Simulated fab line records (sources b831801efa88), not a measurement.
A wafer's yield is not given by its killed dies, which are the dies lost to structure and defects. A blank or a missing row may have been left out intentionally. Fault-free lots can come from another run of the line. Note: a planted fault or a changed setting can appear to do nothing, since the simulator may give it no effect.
fab line records ; flow sky130
[record] lots = 15; wafers = 45; lastDay = 50
route steps=708 shown CAPM@540 METAL3@568
lots that met no fault: taken from a fault-free run of the same line
startH: the number of hours between the record's first day and the start of the first shown wafer of the lot ; waitH: hours elapsed since this lot's preceding step ; " unchanged from the row above ; L1.1+2: several wafers, shown together as one row ; - either no value or no given start ; * or withheld: withheld ; < > ~ a bound
route shown NAME@n: a module of which the file shows steps, and the number in the route of the first ; usual: mean and standard deviation over wafers with no fault ; same: alike in all rows ; chamber/n: place in a boat ; sites: each site's reading ; _std_site: their standard deviation ; _edge_site: inner sites' mean taken away from outer sites' mean ; radiusMm: for every site, how far away it sits from the centre of the wafer ; mask NAME#n: copy n ; behind: the last tool/chamber to shape the wafer ; hold: what put the lot on hold/how long, in hours/how the hold closed ; device: the n, p or np transistor that did not switch ; end of line: at the end of the route, the tests of the same wafers ; step lacking rows: just its recipe ; killed: at the first sort, the dies lost to defects and structure; wafer yield is something else ; map: shows each die of a wafer: x if killed, . if not, _ if none is there
set.NAME: the setting the step ran with; set.NAME@STEP: the setting that earlier step ran with ; model.NAME: the simulator's own value behind a step, which no gauge read
the route's steps for a sample of lots (tables are steps, rows are wafers)
services: a tool's chamber out of use, with start hour (startH, from the record's first day; less than 0 if before it), hours out, and reason
[[steps]]
[step SKY_CAPM_RS_MEAS_03]
[recipe] thkMeasGauge = four-point-probe; reads = TiN_of_CAPM_SPUTTER_02
[usual] CAPM_TIN_RS = 6.90/0.077
lot.wafer;tool;chamber;startH;waitH;CAPM_TIN_RS[ohm/sq]
L126.2;filmMetro-02;-;853.19;0.1;6.98
L126.4;filmMetro-02;-;853.19;0.1;6.85
L126.6;filmMetro-02;-;853.19;0.1;6.90
L127.1;filmMetro-01;-;865.71;0.1;6.98
L127.4;filmMetro-01;-;865.71;0.1;7.05
L127.5;filmMetro-01;-;865.71;0.1;6.96
L128.1;filmMetro-03;-;871.57;0.1;7.03
L128.4;filmMetro-03;-;871.57;0.1;6.92
L128.5;filmMetro-03;-;871.57;0.1;6.86
L129.2;filmMetro-02;-;884.73;0.1;7.06
L129.5;filmMetro-02;-;884.73;0.1;7.01
L129.6;filmMetro-02;-;884.73;0.1;7.03
L130.1;filmMetro-02;-;887.89;0.1;6.88
L130.3;filmMetro-02;-;887.89;0.1;6.83
L130.4;filmMetro-02;-;887.89;0.1;6.88
L132.3;filmMetro-01;-;901.27;0.1;6.91
L132.4;filmMetro-01;-;901.27;0.1;6.93
L132.6;filmMetro-01;-;901.27;0.1;6.92
L133.1;filmMetro-01;-;916.82;0.1;6.90
L133.2;filmMetro-01;-;916.82;0.1;6.92
L133.4;filmMetro-01;-;916.82;0.1;6.82
L135.1;filmMetro-03;-;925.90;0.1;6.97
L135.4;filmMetro-03;-;925.90;0.1;6.93
L135.5;filmMetro-03;-;925.90;0.1;6.87
L136.2;filmMetro-02;-;932.42;0.1;6.75
L136.4;filmMetro-02;-;932.42;0.1;6.85
L136.5;filmMetro-02;-;932.42;0.1;6.75
L137.1;filmMetro-03;-;937.45;0.1;7.00
L137.3;filmMetro-03;-;937.45;0.1;6.90
L137.5;filmMetro-03;-;937.45;0.1;6.90
L139.1;filmMetro-02;-;955.67;0.1;6.80
L139.4;filmMetro-02;-;955.67;0.1;6.91
L139.5;filmMetro-02;-;955.67;0.1;6.81
L141.2;filmMetro-02;-;969.09;0.1;6.84
L141.3;filmMetro-02;-;969.09;0.1;7.05
L141.4;filmMetro-02;-;969.09;0.1;6.91
L144.3;filmMetro-01;-;1019.91;0.1;6.96
L144.4;filmMetro-01;-;1019.91;0.1;6.96
L144.6;filmMetro-01;-;1019.91;0.1;6.92
L147.1;filmMetro-03;-;1020.98;0.1;6.83
L147.2;filmMetro-03;-;1020.98;0.1;6.99
L147.4;filmMetro-03;-;1020.98;0.1;6.94
L145.1;filmMetro-03;-;1021.80;0.1;6.86
L145.3;filmMetro-03;-;1021.80;0.1;6.85
L145.6;filmMetro-03;-;1021.80;0.1;6.83
[step SKY_CAPM_DEVELOP_11]
[recipe] resist = NOVOLAK; developer = TMAH; developTimeS = 60; devTempC = 23
[usual] chillPlateTempC = 22.95/0.12; developTimeS = 60/0
lot.wafer;tool;chamber;startH;waitH;chillPlateTempC;developTimeS
L126.2;lithoTrack-03;0;879.38;0.1;23.11;60
L126.4;lithoTrack-03;0;879.38;0.1;23.01;60
L126.6;lithoTrack-03;0;879.38;0.1;23.05;60
L127.1;lithoTrack-03;0;890.85;0.1;22.67;60
L127.4;lithoTrack-03;0;890.85;0.1;22.92;60
L127.5;lithoTrack-03;0;890.85;0.1;22.76;60
L128.1;lithoTrack-02;0;896.18;0.1;22.75;60
L128.4;lithoTrack-02;0;896.18;0.1;22.91;60
L128.5;lithoTrack-02;0;896.18;0.1;23.05;60
L129.2;lithoTrack-02;0;910.26;0.1;22.96;60
L129.5;lithoTrack-02;0;910.26;0.1;22.83;60
L129.6;lithoTrack-02;0;910.26;0.1;22.90;60
L130.1;lithoTrack-04;0;912.24;0.1;22.79;60
L130.3;lithoTrack-04;0;912.24;0.1;22.95;60
L130.4;lithoTrack-04;0;912.24;0.1;22.97;60
L132.3;lithoTrack-02;0;925.83;0.1;23.06;60
L132.4;lithoTrack-02;0;925.83;0.1;22.89;60
L132.6;lithoTrack-02;0;925.83;0.1;23.16;60
L133.1;lithoTrack-03;0;940.75;0.1;22.97;60
L133.2;lithoTrack-03;0;940.75;0.1;23.00;60
L133.4;lithoTrack-03;0;940.75;0.1;22.93;60
L135.1;lithoTrack-04;-;950.94;0.1;-;-
L135.4;lithoTrack-04;-;950.94;0.1;-;-
L135.5;lithoTrack-04;-;950.94;0.1;-;-
L136.2;lithoTrack-02;-;956.61;0.1;-;-
L136.4;lithoTrack-02;-;956.61;0.1;-;-
L136.5;lithoTrack-02;-;956.61;0.1;-;-
L137.1;lithoTrack-03;-;961.50;0.1;-;-
L137.3;lithoTrack-03;-;961.50;0.1;-;-
L137.5;lithoTrack-03;-;961.50;0.1;-;-
L139.1;lithoTrack-04;0;979.19;0.1;22.84;60
L139.4;lithoTrack-04;0;979.19;0.1;22.90;60
L139.5;lithoTrack-04;0;979.19;0.1;22.86;60
L141.2;lithoTrack-02;0;992.06;0.1;23.10;60
L141.3;lithoTrack-02;0;992.06;0.1;23.14;60
L141.4;lithoTrack-02;0;992.06;0.1;23.02;60
L144.3;lithoTrack-04;0;1041.79;0.1;23.16;60
L144.4;lithoTrack-04;0;1041.79;0.1;23.08;60
L144.6;lithoTrack-04;0;1041.79;0.1;23.09;60
L147.1;lithoTrack-04;0;1042.94;0.1;23.15;60
L147.2;lithoTrack-04;0;1042.94;0.1;23.00;60
L147.4;lithoTrack-04;0;1042.94;0.1;23.03;60
L145.1;lithoTrack-04;0;1043.59;0.1;23.16;60
L145.3;lithoTrack-04;0;1043.59;0.1;22.90;60
L145.6;lithoTrack-04;0;1043.59;0.1;22.99;60
[step SKY_CAPM_OVL_MEAS_12]
[usual] CAPM_OVL = 1.4/1.3
lot.wafer;tool;chamber;startH;waitH;CAPM_OVL[nm]
L126.2;overlay-02;-;879.51;0.1;1.3
L126.4;overlay-02;-;879.51;0.1;1.8
L126.6;overlay-02;-;879.51;0.1;1.0
L127.1;overlay-01;-;891.00;0.1;1.7
L127.4;overlay-01;-;891.00;0.1;2.1
L127.5;overlay-01;-;891.00;0.1;1.1
L128.1;overlay-01;-;896.33;0.1;1.2
L128.4;overlay-01;-;896.33;0.1;-1.7
L128.5;overlay-01;-;896.33;0.1;1.6
L129.2;overlay-01;-;910.39;0.1;1.0
L129.5;overlay-01;-;910.39;0.1;0.3
L129.6;overlay-01;-;910.39;0.1;1.5
L130.1;overlay-01;-;912.39;0.1;-0.2
L130.3;overlay-01;-;912.39;0.1;-0.2
L130.4;overlay-01;-;912.39;0.1;0.1
L132.3;overlay-01;-;925.95;0.1;2.1
L132.4;overlay-01;-;925.95;0.1;2.0
L132.6;overlay-01;-;925.95;0.1;2.2
L133.1;overlay-02;-;940.90;0.1;2.3
L133.2;overlay-02;-;940.90;0.1;1.9
L133.4;overlay-02;-;940.90;0.1;1.7
L135.1;overlay-02;-;951.09;0.1;-
L135.4;overlay-02;-;951.09;0.1;-
L135.5;overlay-02;-;951.09;0.1;-
L136.2;overlay-01;-;956.74;0.1;-
L136.4;overlay-01;-;956.74;0.1;-
L136.5;overlay-01;-;956.74;0.1;-
L137.1;overlay-02;-;961.65;0.1;-
L137.3;overlay-02;-;961.65;0.1;-
L137.5;overlay-02;-;961.65;0.1;-
L139.1;overlay-02;-;979.34;0.1;2.0
L139.4;overlay-02;-;979.34;0.1;2.4
L139.5;overlay-02;-;979.34;0.1;3.1
L141.2;overlay-02;-;992.19;0.1;1.0
L141.3;overlay-02;-;992.19;0.1;0.9
L141.4;overlay-02;-;992.19;0.1;1.2
L144.3;overlay-01;-;1041.90;0.1;1.2
L144.4;overlay-01;-;1041.90;0.1;2.2
L144.6;overlay-01;-;1041.90;0.1;2.7
L147.1;overlay-02;-;1043.09;0.1;1.8
L147.2;overlay-02;-;1043.09;0.1;1.4
L147.4;overlay-02;-;1043.09;0.1;0.6
L145.1;overlay-02;-;1043.74;0.1;2.0
L145.3;overlay-02;-;1043.74;0.1;3.0
L145.6;overlay-02;-;1043.74;0.1;3.1
[step SKY_METAL3_METAL_ETCH_18]
[recipe] targetDepthA = 8450; stopOn = SiO2; overEtchFrac = 0.3; timeS = 183.1; chemistry = Cl2/BCl3; resistSidewallDeg = 88; pressureMtorr = 9.661; icpW = 900; biasW = 48.5; Cl2_flow_sccm = 60; bcl3FlowSccm = 30
[usual] drypumpMotorCurrentA = 6.2/0.32; oesProductAu = 0.868/0.0064; throttleValvePct = 22.680/0.0085
lot.wafer;tool;chamber;startH;waitH;drypumpMotorCurrentA;oesProductAu;rfHoursCounterH;throttleValvePct
L126.2;rieMetal-03;0;906.07;0.0;6.3;0.866;13;22.668
L126.4;rieMetal-03;0;906.07;0.0;6.3;0.875;-;22.670
L126.6;rieMetal-03;1;906.07;0.0;5.8;0.858;-;22.687
L127.1;rieMetal-04;1;917.03;0.0;6.4;0.870;2;22.669
L127.4;rieMetal-04;0;917.03;0.0;5.7;0.870;-;22.687
L127.5;rieMetal-04;0;917.03;0.0;5.8;0.876;-;22.670
L128.1;rieMetal-03;1;922.09;0.0;5.8;0.872;6;22.692
L128.4;rieMetal-03;1;922.09;0.0;5.8;0.875;-;22.679
L128.5;rieMetal-03;1;922.09;0.0;5.8;0.866;-;22.673
L129.2;rieMetal-02;1;936.00;0.1;6.6;0.867;-;22.683
L129.5;rieMetal-02;1;936.00;0.1;6.5;0.876;-;22.683
L129.6;rieMetal-02;1;936.00;0.1;6.6;0.860;-;22.685
L130.1;rieMetal-02;1;937.69;0.0;6.6;0.877;2;22.670
L130.3;rieMetal-02;1;937.69;0.0;6.6;0.868;-;22.679
L130.4;rieMetal-02;1;937.69;0.0;6.5;0.873;-;22.674
L132.3;rieMetal-03;1;952.55;0.1;5.8;0.859;-;22.692
L132.4;rieMetal-03;0;952.55;0.1;6.3;0.862;-;22.689
L132.6;rieMetal-03;1;952.55;0.1;5.8;0.863;-;22.674
L133.1;rieMetal-03;1;966.44;0.0;5.8;0.872;8;22.691
L133.2;rieMetal-03;0;966.44;0.0;6.3;0.869;16;22.671
L133.4;rieMetal-03;1;966.44;0.0;5.8;0.866;-;22.687
L139.1;rieMetal-03;1;1003.73;0.0;5.8;0.861;10;22.691
L139.4;rieMetal-03;0;1003.73;0.0;6.3;0.878;-;22.681
L139.5;rieMetal-03;0;1003.73;0.0;6.3;0.874;-;22.687
L141.2;rieMetal-03;0;1015.69;0.0;6.3;0.871;19;22.681
L141.3;rieMetal-03;1;1015.69;0.0;5.8;0.857;-;22.685
L141.4;rieMetal-03;0;1015.69;0.0;6.3;0.852;-;22.674
L144.3;rieMetal-04;1;1064.10;0.1;6.4;0.860;-;22.685
L144.4;rieMetal-04;1;1064.10;0.1;6.3;0.871;-;22.676
L144.6;rieMetal-04;1;1064.10;0.1;6.3;0.877;-;22.681
L147.1;rieMetal-04;1;1065.79;0.0;6.3;0.866;12;22.682
L147.2;rieMetal-04;0;1065.79;0.0;5.8;0.869;19;22.692
L147.4;rieMetal-04;1;1065.79;0.0;6.3;0.879;-;22.677
L145.1;rieMetal-03;1;1066.29;0.0;5.8;0.869;13;22.669
L145.3;rieMetal-03;0;1066.29;0.0;6.3;0.852;-;22.681
L145.6;rieMetal-03;0;1066.29;0.0;6.3;0.867;-;22.680
[[services]]
tool;chamber;startH;hours;kind
rieMetal-04;1;856.95;-;clean
rieMetal-04;1;856.95;15.9;scheduledDown
rieMetal-04;1;856.95;15.9;ventCycle
rieMetal-03;0;888.68;1.4;repair
rieMetal-02;1;892.36;-;clean
rieMetal-02;1;892.36;15.1;scheduledDown
rieMetal-02;1;892.36;15.1;ventCycle
rieMetal-02;0;934.78;5.6;repair
rieMetal-02;1;946.32;1.4;repair
rieMetal-03;-;1023.00;19.2;repair
rieMetal-04;0;1043.23;22.2;repair
rieMetal-03;-;1050.76;0.2;repair
rieMetal-02;-;1053.13;0.3;repair
[[key]]
[firstSign] step = SKY_CAPM_DEVELOP_11; reading = toolRecord; direction = missing
effect none on later readings
metAt SKY_CAPM_DEVELOP_11
struckLots L135,L136,L137
laterRowsLeftOut L135.1,L135.4,L135.5,L136.2,L136.4,L136.5,L137.1,L137.3,L137.5
sortLeftOut L135.1,L135.4,L135.5,L136.2,L136.4,L136.5,L137.1,L137.3,L137.5
notActingAt SKY_CAPM_RS_MEAS_03,SKY_CAPM_OVL_MEAS_12,SKY_METAL3_METAL_ETCH_18
onsetBetween 940.75 950.94
[fault] kind = skippedStepWhole; tool = lithoTrack-02,lithoTrack-03,lithoTrack-04; chamber = -; onsetH = 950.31; steps = SKY_CAPM_DEVELOP_11; scope = struckLotsOnly
// sortLeftOut: the simulated sort isn't trusted on such a fault, so these wafers' sort isn't shown, and their yield isn't known
// laterRowsLeftOut: the simulator's readings of these wafers behind a module that went badly wrong aren't trusted and aren't shown, but for the sort
